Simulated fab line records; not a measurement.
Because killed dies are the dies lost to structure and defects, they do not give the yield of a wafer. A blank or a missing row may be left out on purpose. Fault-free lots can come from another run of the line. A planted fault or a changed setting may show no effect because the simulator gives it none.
8D (eight disciplines) problem report, filled in by code	flow sky130	the parts of the form that need people (team, actions taken, sign-off) are left out

1. PROBLEM STATEMENT
Mean of runLengthS at SKY_METAL4_ETCH_16: 61.8 s across 6 wafers in 2 lots; on wafers with no fault it is 116.8 s (standard deviation 0.3). So: -99 or more standard deviations from the usual mean.
The step: etches BARC in N2/H2, stops on SiO2, time 88.2 s, target depth 60 nm.
Earliest sighting: wafer L596.1 on rieMetal-02 at day 45 12:42. Wafers with a number at this step in the record: 30, from 10 lots. Rule for "out" (also "out of limits"): further than 4 standard deviations from the usual mean. The rest of the wafers with a number are treated as sound.

2. WHAT IT IS AND WHAT IT IS NOT
question	is	is not
which readings at this step	runLengthS, oesProductAu	drypumpMotorCurrentA, n2FlowSccm
which lots	L596, L597	L583, L584, L585, L588, L590, L592, L604, L605
which wafers of those lots	all that have a number	-
read on which tools	rieMetal-02	rieMetal-01, rieMetal-03
when	from day 45 12:42	up to then (18 sound wafers); but 6 sound wafers of L604, L605 came after

3. WHAT RULES OUT EACH SUSPECT
Counting: a tool stays on the suspect list if, at a process step up to the reading, it processed all lots that are out and no sound lot following the first of them.
- cmp-01 at SKY_VIA3_CMP_02 (polishes SiO2): ruled out as a lasting fault. After its first lot that is out, L596 (day 42 14:56), sound lots L604 ran on it.
- pvdSputter-01 at SKY_METAL4_SPUTTER_00 (material Ti, target thk 15 nm, time 10 s): ruled out as a lasting fault. After its first lot that is out, L596 (day 43 15:28), sound lots L604 ran on it.
- rieMetal-02 at SKY_METAL4_ETCH_16 (etches BARC in N2/H2, stops on SiO2, time 88.2 s, target depth 60 nm): kept. It processed each lot that is out, first L596 at day 45 12:42, and no sound lot thereafter; up to then, the last sound lot it processed was L592 at day 44 10:35. Its own oesProductAu, runLengthS readings are out on those wafers.
Remaining after the count: rieMetal-02 at SKY_METAL4_ETCH_16.

4. THE CAUSE (what the simulator had put in)
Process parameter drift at SKY_METAL4_ETCH_16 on rieMetal-02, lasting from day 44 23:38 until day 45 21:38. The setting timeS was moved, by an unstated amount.
Only this tool survived the counting.

5. THE EFFECT CHAIN, in route order
Each row: a reading whose mean over the struck wafers that have a number lies more than 3 standard deviations from the usual. Readings are gone through only where the record gives a usual standard deviation; hours: the median, over the lots, of the time from a lot's start at the first step in this table giving one to that lot's start at this step; sigmas: the change measured in usual standard deviations.
hours	step	reading	usual	on struck wafers	change	sigmas
0	SKY_METAL4_ETCH_16	oesProductAu	0.626 a.u.	0.990	+0.364	+81
0	SKY_METAL4_ETCH_16	runLengthS	116.8 s	61.8	-55.0	-99 or more
0	SKY_METAL4_ETCH_16	throttleValvePct	13.205 %	13.238	+0.033	+3.7
0	SKY_METAL4_ETCH_17	oesProductAu	0.757 a.u.	0.699	-0.058	-7.5
0	SKY_METAL4_METAL_ETCH_18	oesProductAu	0.865 a.u.	0.790	-0.075	-11
85	SKY_PAD_OPEN_PROBE_99	defectLimitedYield	82.9 %	54.2	-28.7	-14
85	SKY_PAD_OPEN_PROBE_99	killed_at_M4_up	3.3	144.0	+140.7	+67
85	SKY_PAD_OPEN_PROBE_99	killedDies	84	225	+141	+14
85	SKY_PAD_OPEN_PROBE_99	killedOnRim	17	50	+33	+8.6
85	SKY_PAD_OPEN_PROBE_99	sort_bin_5_function	10.2 %	38.5	+28.3	+19
85	SKY_PAD_OPEN_PROBE_99	sortNPass	408	267	-141	-14
85	SKY_PAD_OPEN_PROBE_99	sortYieldPct	82.9 %	54.2	-28.7	-14
The process steps in it:
- SKY_METAL4_ETCH_16: etches BARC in N2/H2, stops on SiO2, time 88.2 s, target depth 60 nm.
- SKY_METAL4_ETCH_17: etches SiO2 in C4F8/O2/Ar, stops on TiN, time 3.9 s, target depth 15 nm.
- SKY_METAL4_METAL_ETCH_18: etches the open film in Cl2/BCl3, stops on SiO2, target depth 845 nm, time 183.1 s.
- SKY_PAD_OPEN_PROBE_99

6. HOW IT WOULD HAVE BEEN CAUGHT EARLIER
13 hours passed between the start of the fault at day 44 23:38 and the first reading out of limits in this record, taken at day 45 12:42.
